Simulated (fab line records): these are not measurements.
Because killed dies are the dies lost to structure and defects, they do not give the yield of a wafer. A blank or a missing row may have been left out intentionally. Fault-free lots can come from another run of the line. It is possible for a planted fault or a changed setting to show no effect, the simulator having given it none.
fab line records	flow sky130
[record] lots = 12	wafers = 34	last_day = 49
route steps=708 shown FIELD_ISO@15 VT_ADJUST_LVTN@105 LDD_HVP@287
lots that met no fault: taken from a fault-free run of the same line
start_h: hours from the record's opening day to when the first of the lot's shown wafers began	wait_h: hours from the lot's prior step to this one	" repeats the value in the row above	L1.1+2: a single row standing in for several wafers	- no value, or no start given	* or withheld: withheld	< > ~ a bound
route shown NAME@n: NAME is a module with steps in the file, n the number in the route of the first one	usual: average and standard deviation across the fault-free wafers	same: alike in all rows	chamber/n: place in a boat	sites: readings site by site	_std_site: the standard deviation of these	_edge_site: outer sites' mean less inner sites'	radius_mm: how far each site lies from the wafer's centre	mask NAME#n: copy n	behind: the tool/chamber that last shaped the wafer	hold: the reason the lot was held/the length of the hold in hours/how it ended	device: whichever transistor did not switch (one of n, p or np)	end of line: tests run on the same wafers once the route is complete	step lacking rows: just its recipe	killed: dies lost to structure and defects at the first sort, not the wafer's yield	map: a wafer's dies, x killed, . not, _ none there
set.NAME: the run value of the setting; set.NAME@STEP: its run value at that earlier step	model.NAME: the simulator's own value behind a step, which no gauge read
steps of the route over a sample of lots; a table a step, a row a wafer
services: from which hour (start_h, from the record's first day; less than 0 if before it) a tool's chamber was out of use, for how many hours, and why
[[steps]]
[step SKY_FIELD_ISO_ETCH_14]
[recipe] chemistry = N2/H2	target = BARC	ion_energy_ev = 200	source_w = 500	bias_w = 100	pressure_mtorr = 30	n2_flow_sccm = 100	h2_flow_sccm = 200	stop_on = SiO2	time_s = 45.9	target_depth_a = 600
[usual] drypump_motor_current_A = 5.6/0.33	oes_product_au = 0.855/0.0047	throttle_valve_pct = 13.225/0.0096
lot.wafer	tool	chamber	start_h	wait_h	drypump_motor_current_A	oes_product_au	rf_hours_counter_h	throttle_valve_pct
L608.1	rie_diel-01	0	31.78	0.1	5.3	0.859	101	13.227
L608.5	"	2	"	"	5.8	0.859	-	13.227
L608.6	"	3	"	"	6.0	0.858	-	13.231
L609.2	rie_diel-01	0	36.33	0.1	5.3	0.856	101	13.239
L609.3	"	3	"	"	6.0	0.848	99	13.218
L609.6	"	3	"	"	6.0	0.848	-	13.243
L610.1	rie_diel-04	1	40.83	0.1	5.2	0.860	9	13.225
L610.4	"	0	"	"	5.3	0.852	115	13.235
L610.5	"	0	"	"	5.3	0.859	-	13.232
L611.1	rie_diel-04	0	45.81	0.1	5.3	0.863	115	13.208
L611.2	"	1	"	"	5.2	0.858	9	13.225
L611.4	"	3	"	"	5.7	0.850	111	13.228
L612.1	rie_diel-01	3	50.51	0.1	6.0	0.854	99	13.230
L612.2	"	2	"	"	5.8	0.844	47	13.204
L612.4	"	0	"	"	5.3	0.857	101	13.222
L613.1	rie_diel-01	1	54.66	0.1	6.4	0.863	160	13.236
L613.2	"	0	"	"	5.3	0.855	101	13.217
L613.6	"	3	"	"	6.0	0.858	-	13.232
L614.2	rie_diel-03	1	61.21	0.1	5.5	0.855	2	13.213
L614.3	"	3	"	"	5.4	0.855	99	13.216
L614.4	"	0	"	"	5.9	0.850	-	13.225
L622.3	rie_diel-03	2	103.21	0.1	5.7	0.850	4	13.240
L622.6	"	3	"	"	5.4	0.856	-	13.198
L623.2	rie_diel-01	0	109.23	0.1	5.3	0.855	102	13.214
L623.5	"	2	"	"	5.8	0.854	-	13.231
L624.1	rie_diel-04	1	115.96	0.1	5.2	0.865	11	13.227
L624.4	"	0	"	"	5.4	0.865	-	13.216
L624.5	"	3	"	"	5.7	0.863	-	13.217
L628.1	rie_diel-01	0	133.57	0.1	5.3	0.856	103	13.216
L628.3	"	2	"	"	5.8	0.853	49	13.225
L628.6	"	0	"	"	5.3	0.852	-	13.243
L629.1	rie_diel-03	1	138.02	0.1	5.5	0.858	3	13.232
L629.4	"	1	"	"	5.4	0.856	-	13.234
L629.5	"	3	"	"	5.4	0.847	-	13.222
[step SKY_VT_ADJUST_LVTN_IMPLANT_08]
[recipe] species = B	energy_kev = 30	dose_cm2 = 1.57e+12	tilt_deg = withheld
lot.wafer	tool	chamber	start_h	wait_h
L608.1+5+6	implanter-04	0	139.93	0.0
L609.2+3+6	implanter-04	0	149.12	0.0
L611.1+2+4	implanter-04	0	160.24	0.0
L610.1+4+5	implanter-04	0	161.03	0.0
L612.1+2+4	implanter-04	0	165.25	0.0
L613.1+2+6	implanter-04	0	172.29	0.0
L614.2+3+4	implanter-03	0	178.70	0.0
L622.3+6	implanter-04	0	233.63	0.1
L623.2+5	implanter-04	0	242.62	0.0
L624.1+4+5	implanter-02	0	249.55	0.0
L628.1+3+6	implanter-03	0	271.18	0.0
L629.1+4+5	implanter-03	0	276.63	0.0
[step SKY_VT_ADJUST_LVTN_TW_MEAS_10]
[usual] VT_ADJUST_LVTN_TW = 238.1/3
lot.wafer	tool	chamber	start_h	wait_h	VT_ADJUST_LVTN_TW
L608.1	film_metro-04	-	140.18	0.1	242.1
L608.5	"	-	"	"	240.7
L608.6	"	-	"	"	240.2
L609.2	film_metro-01	-	149.36	0.1	235.1
L609.3	"	-	"	"	234.3
L609.6	"	-	"	"	234.0
L611.1	film_metro-02	-	160.49	0.1	241.0
L611.2	"	-	"	"	242.2
L611.4	"	-	"	"	242.0
L610.1	film_metro-01	-	161.28	0.1	236.3
L610.4	"	-	"	"	235.4
L610.5	"	-	"	"	235.8
L612.1	film_metro-01	-	165.50	0.1	235.6
L612.2	"	-	"	"	236.1
L612.4	"	-	"	"	235.3
L613.1	film_metro-01	-	172.54	0.1	236.0
L613.2	"	-	"	"	236.0
L613.6	"	-	"	"	236.3
L614.2	film_metro-04	-	178.94	0.1	239.6
L614.3	"	-	"	"	240.8
L614.4	"	-	"	"	241.6
L622.3	film_metro-01	-	233.85	0.1	235.1
L622.6	"	-	"	"	210.2
L623.2	film_metro-02	-	242.85	0.1	240.3
L623.5	"	-	"	"	214.5
L624.1	film_metro-02	-	249.80	0.1	240.4
L624.4	"	-	"	"	241.8
L624.5	"	-	"	"	240.3
L628.1	film_metro-04	-	271.43	0.1	241.5
L628.3	"	-	"	"	241.0
L628.6	"	-	"	"	239.7
L629.1	film_metro-02	-	276.88	0.1	241.8
L629.4	"	-	"	"	241.2
L629.5	"	-	"	"	239.8
[step SKY_VT_ADJUST_LVTN_TW_MEAS_21]
[usual] VT_ADJUST_LVTN_2_TW = 186.9/2
lot.wafer	tool	chamber	start_h	wait_h	VT_ADJUST_LVTN_2_TW
L608.1	film_metro-02	-	159.10	0.1	189.2
L608.5	"	-	"	"	188.0
L608.6	"	-	"	"	188.4
L609.2	film_metro-04	-	169.04	0.1	187.9
L609.3	"	-	"	"	187.1
L609.6	"	-	"	"	188.1
L611.1	film_metro-02	-	180.95	0.1	188.4
L611.2	"	-	"	"	188.9
L611.4	"	-	"	"	188.6
L610.1	film_metro-02	-	181.68	0.1	188.3
L610.4	"	-	"	"	188.1
L610.5	"	-	"	"	187.3
L612.1	film_metro-04	-	186.13	0.1	188.2
L612.2	"	-	"	"	187.4
L612.4	"	-	"	"	188.2
L613.1	film_metro-01	-	193.38	0.1	181.7
L613.2	"	-	"	"	182.4
L613.6	"	-	"	"	183.2
L614.2	film_metro-04	-	199.39	0.1	185.9
L614.3	"	-	"	"	185.9
L614.4	"	-	"	"	186.2
L622.3	film_metro-02	-	257.97	0.1	187.6
L622.6	"	-	"	"	186.0
L623.2	film_metro-02	-	266.90	0.1	186.5
L623.5	"	-	"	"	186.6
L624.1	film_metro-04	-	273.94	0.1	188.3
L624.4	"	-	"	"	187.3
L624.5	"	-	"	"	187.5
L628.1	film_metro-02	-	296.35	0.1	187.3
L628.3	"	-	"	"	187.9
L628.6	"	-	"	"	186.8
L629.1	film_metro-04	-	302.04	0.1	188.2
L629.4	"	-	"	"	187.8
L629.5	"	-	"	"	188.0
[step SKY_LDD_HVP_STRIP_09]
[recipe] chemistry = O2/N2	power_w = 1400	pressure_mtorr = 1500	platen_temp_c = withheld	o2_flow_sccm = 3000	n2_flow_sccm = 300	overash_fraction = 0.5
[usual] drypump_motor_current_A = 5.5/0.44	oes_product_au = 0.409/0.0045	strip_time_to_endpoint_s = 4.133/0.015
lot.wafer	tool	chamber	start_h	wait_h	drypump_motor_current_A	oes_product_au	rf_hours_counter_h	strip_time_to_endpoint_s
L608.1	plasma_asher-01	0	489.98	0.1	5.3	0.403	37	4.158
L608.5	"	1	"	"	5.6	0.409	-	4.137
L608.6	"	0	"	"	5.3	0.405	-	4.177
L609.2	plasma_asher-03	1	491.88	0.1	5.0	0.405	6	4.147
L609.3	"	1	"	"	4.9	0.415	-	4.112
L609.6	"	0	"	"	5.8	0.414	-	4.108
L610.1	plasma_asher-04	1	538.04	0.1	6.5	0.412	83	4.137
L610.4	"	0	"	"	5.3	0.415	-	4.144
L610.5	"	1	"	"	6.5	0.406	-	4.124
L611.1	plasma_asher-01	1	538.34	0.1	5.6	0.410	42	4.148
L611.2	"	0	"	"	5.3	0.405	42	4.136
L611.4	"	1	"	"	5.6	0.409	-	4.141
L612.1	plasma_asher-03	0	625.83	0.1	5.8	0.414	19	4.130
L612.2	"	1	"	"	4.9	0.406	19	4.132
L612.4	"	0	"	"	5.8	0.405	-	4.122
L613.1	plasma_asher-01	0	626.79	0.1	5.3	0.401	51	4.134
L613.2	"	1	"	"	5.6	0.403	51	4.131
L613.6	"	0	"	"	5.3	0.410	-	4.135
L614.2	plasma_asher-04	0	628.38	0.1	5.3	0.413	92	4.125
L614.3	"	0	"	"	5.3	0.411	-	4.114
L614.4	"	1	"	"	6.5	0.419	-	4.119
L622.3	plasma_asher-04	1	636.83	0.1	6.5	0.408	-	4.111
L622.6	"	1	"	"	6.5	0.406	-	4.134
L623.2	plasma_asher-03	1	637.78	0.1	4.9	0.413	20	4.129
L623.5	"	0	"	"	5.8	0.395	-	4.115
L624.1	plasma_asher-01	0	638.34	0.1	5.3	0.397	52	4.147
L624.4	"	1	"	"	5.6	0.408	-	4.135
L624.5	"	0	"	"	5.3	0.404	-	4.132
L628.1	plasma_asher-04	1	653.24	0.1	6.5	0.405	94	4.131
L628.3	"	1	"	"	6.5	0.407	-	4.133
L628.6	"	0	"	"	5.2	0.415	-	4.112
L629.1	plasma_asher-03	0	659.74	0.1	5.8	0.405	22	4.134
L629.4	"	1	"	"	5.0	0.408	-	4.129
L629.5	"	1	"	"	4.9	0.415	-	4.126
[[services]]
tool	chamber	start_h	hours	kind
rie_diel-01	3	41.61	5.6	repair
implanter-04	-	64.37	9.5	repair
rie_diel-01	3	101.72	7.7	repair
implanter-04	-	119.51	1.2	repair
rie_diel-01	1	154.79	4.8	repair
implanter-04	-	179.70	2.7	repair
rie_diel-01	-	205.72	0.4	repair
rie_diel-01	-	266.31	2.8	pm
rie_diel-01	3	271.66	7.8	repair
rie_diel-01	1	284.10	3.1	repair
implanter-04	-	322.16	4.1	repair
rie_diel-01	-	337.99	1.2	repair
rie_diel-01	3	362.85	3.3	repair
implanter-04	-	374.24	4.4	repair
implanter-04	-	409.23	2.7	repair
implanter-04	-	431.34	2.2	pm
rie_diel-01	0	438.20	4.0	repair
implanter-04	-	454.52	3.9	pm
rie_diel-01	2	461.19	12.4	repair
implanter-04	-	498.10	1.7	repair
implanter-04	-	509.84	9.4	repair
rie_diel-01	-	532.60	0.5	repair
implanter-04	-	565.97	0.5	repair
rie_diel-01	1	591.45	2.0	repair
[[key]]
[first_sign] step = SKY_VT_ADJUST_LVTN_TW_MEAS_10	reading = VT_ADJUST_LVTN_TW	direction = down	sigmas = 8.6	usual = 238.1	struck = 212.4
effect none on later readings
met_at SKY_VT_ADJUST_LVTN_IMPLANT_08
struck_lots L622,L623
struck_wafers L622.6,L623.5
tester_left_out L622,L623
not_acting_at SKY_FIELD_ISO_ETCH_14,SKY_VT_ADJUST_LVTN_TW_MEAS_21,SKY_LDD_HVP_STRIP_09
onset_between 172.29 233.63
[fault] kind = process_parameter_drift	tool = implanter-04	chamber = -	onset_h = 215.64	steps = SKY_VT_ADJUST_LVTN_IMPLANT_08	channel = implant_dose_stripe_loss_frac	offset = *	shape = step	end_h = 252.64	scope = struck_wafers_only
// tester_left_out: of these lots the tester's yield and bins aren't shown, on N5 and GAA mostly nor the transistor test; their killed dies are dies lost to structure and defects alone, not to doping, threshold or leakage, so they don't give the yield
